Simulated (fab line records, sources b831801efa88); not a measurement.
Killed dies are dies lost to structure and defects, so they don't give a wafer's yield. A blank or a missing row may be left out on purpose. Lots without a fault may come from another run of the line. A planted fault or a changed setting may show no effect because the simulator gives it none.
A struck lot beside a sound one | flow gf180mcu | 22 steps out of a route of 602
Sound: wafers L936.2, L936.5, L936.6. Struck: wafers L943.1, L943.2, L943.5. The cause comes at the end.
At each step with rows: each side's tool, then ch and its chambers, then its first start. Under that, the readings that differ: sound wafers | struck wafers | difference of the means | sigmas: that difference in standard deviations of wafers without a fault.
alike: readings whose means differ by less than 2 such deviations, and words and numbers that are the same on both sides. not compared: withheld readings, readings that some wafer has no value for, bounds like >300 that may hide the same value, and numbers for which the record gives no deviation and whose values overlap.
The two part at a step that has a row with sigmas, a row that says differs or no value, or rows on one side only. Numbers that don't overlap but have no deviation are shown without sigmas and don't part them. A reading that every wafer of one side lacks parts them only if that side has two wafers or more.

first, 3 steps without rows for these wafers: GF_M2_STRIP_18 (strips in post etch residue remover, time 1200 s); GF_M2_CLEAN_19 (cleans in DIW); GF_V2_CVD_00 (deposits SiO2, target thk 600 nm, time 100 s).
GF_V2_THK_MEAS_01:
  sound on film_metro-01, day 23 02:46; struck on film_metro-01, day 25 16:17
  alike: V2_CVD_00_THK
GF_V2_CVD_02: deposits SiO2 from TEOS, target thk 850 nm, time 94.851 s.
  sound on pecvd-03 ch 0,1,2, day 23 02:49; struck on pecvd-03 ch 1,2, day 25 16:21
  alike: heater_power_w
GF_V2_THK_MEAS_03:
  sound on film_metro-02, day 23 02:53; struck on film_metro-02, day 25 16:25
  alike: V2_CVD_02_THK
GF_V2_CMP_04: polishes SiO2.
  sound on cmp-02 ch 1,2, day 23 02:59; struck on cmp-02 ch 0,3, day 25 16:29
  alike: motor_current_A, retaining_ring_pressure_frac, slurry_flow_ml_min, time_to_endpoint_s
GF_V2_BOW_MEAS_05:
  sound on film_metro-04, day 23 03:16; struck on film_metro-01, day 25 16:47
  reading     | sound       | struck     | difference | sigmas
  V2_BOW (um) | 119 122 123 | 105 98 103 | -19        | -2
then, 4 steps without rows for these wafers: GF_V2_DEHYDRATE_06 (time 60 s); GF_V2_HMDS_07 (prime time 60 s); GF_V2_COAT_08; GF_V2_COAT_09 (resist thk 1000 nm).
GF_V2_SOFTBAKE_10: time 60 s.
  sound on litho_track-01 ch 0, day 23 14:00; struck on litho_track-01 ch 0, day 26 03:00
  reading          | sound             | struck               | difference | sigmas
  run_length_s (s) | 89.17 89.29 89.47 | 125.25 125.50 125.26 | +36.03     | +99 or more
then, 3 steps without rows for these wafers: GF_V2_EXPOSE_11 (exposes mask Via2, target cd 260 nm); GF_V2_PEB_12 (peb time 90 s); GF_V2_DEVELOP_13 (develop time 60 s).
GF_V2_CD_MEAS_14: target cd 260 nm.
  sound on cd_sem-01, day 24 01:23; struck on cd_sem-02, day 26 13:58
  reading    | sound             | struck            | difference | sigmas
  cd_nm (nm) | 259.4 259.7 258.9 | 266.7 265.1 265.5 | +6.4       | +5
GF_V2_OVL_MEAS_15:
  sound on overlay-02, day 24 01:30; struck on overlay-02, day 26 14:05
  reading     | sound   | struck      | difference | sigmas
  V2_OVL (nm) | -4 1 -1 | -16 -15 -14 | -14        | -2
GF_V2_ETCH_16: etches BARC in N2/H2.
  sound on rie_diel-01 ch 1,2, day 24 01:32; struck on rie_diel-04 ch 0,3, day 26 14:08
  reading             | sound             | struck            | difference | sigmas
  model.V2.cd_nm (nm) | 259.6 260.3 258.3 | 268.1 265.1 265.7 | +6.9       |
  alike: drypump_motor_current_A, oes_product_au, throttle_valve_pct
GF_V2_ETCH_17: etches SiO2 in C4F8/O2/Ar, stops on TiN, target depth 630 nm.
  sound on rie_diel-01 ch 1,2; struck on rie_diel-04 ch 0,3
  reading             | sound           | struck            | difference | sigmas
  model.V2.cd_nm (nm) | 260 260.7 257.8 | 268.8 265.6 266.5 | +7.5       |
  alike: oes_product_au
GF_V2_STRIP_18: strips in O2/N2.
  sound on plasma_asher-02 ch 0,1, day 24 01:40; struck on plasma_asher-02 ch 0,1, day 26 14:16
  alike: drypump_motor_current_A, heater_power_w, o2_flow_sccm, oes_product_au
  not compared: rf_hours_counter_h
GF_PASSIVATION_PROBE_99:
  the record has rows for the sound wafers here (prober-02, day 32 00:38) and none for the struck ones

WHERE THEY PART
First at GF_V2_BOW_MEAS_05; last, within this record, at GF_PASSIVATION_PROBE_99.

WHY: what the simulator had put in
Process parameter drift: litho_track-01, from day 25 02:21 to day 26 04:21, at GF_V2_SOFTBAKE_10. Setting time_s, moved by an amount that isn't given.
